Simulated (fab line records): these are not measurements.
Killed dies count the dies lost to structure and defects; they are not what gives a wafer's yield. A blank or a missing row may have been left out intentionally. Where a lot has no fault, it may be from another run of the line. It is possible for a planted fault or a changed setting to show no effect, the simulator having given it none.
Chamber matching -- flow sky130 -- 4 sister chambers for SKY_LI_CONTACT_CMP_02 on cmp-02
The step polishes PSG. 4 wafers are shown with their chamber, then 8 later ones without.

WAFERS WITH THEIR CHAMBER
wafer,chamber,motor current A (A)
L768.1,2,10.6
L770.1,3,9.8
L770.6,1,13.9
L776.1,0,11.8

WAFERS WITHOUT THEIR CHAMBER
wafer,motor current A (A)
L776.2,13.6
L776.3,10.4
L779.2,11.1
L779.3,12.7
L779.6,13.5
L781.4,9.8
L781.5,9.9
L781.6,10.9

WHICH CHAMBER EACH WENT THROUGH
wafer,from the rows above,in truth
L776.2,1,1
L776.3,can't be placed: 2 or 3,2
L779.2,can't be placed: 2 or 0 or 3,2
L779.3,can't be placed: 0 or 1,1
L779.6,1,1
L781.4,can't be placed: 3 or 2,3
L781.5,can't be placed: 3 or 2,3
L781.6,can't be placed: 2 or 0 or 3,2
Placed correctly: 2 of 8. Unplaceable from these rows: 6, with the true chamber sitting among the candidates in 6. Number placed wrongly: 0.
How it was worked out, from the rows above alone: a wafer's distance from a chamber is the root of the sum, over the readings, of the square of ((its reading less the chamber's mean) divided by the reading's scatter). If the next closest chamber is less than 2 further off than the closest, the wafer can't be placed; otherwise it belongs to the closest. Each chamber's mean is taken over the wafers shown for it. The scatter (one wafer shown for each chamber): square how far every hidden wafer sits from the nearest shown wafer, average those squares and take the square root.
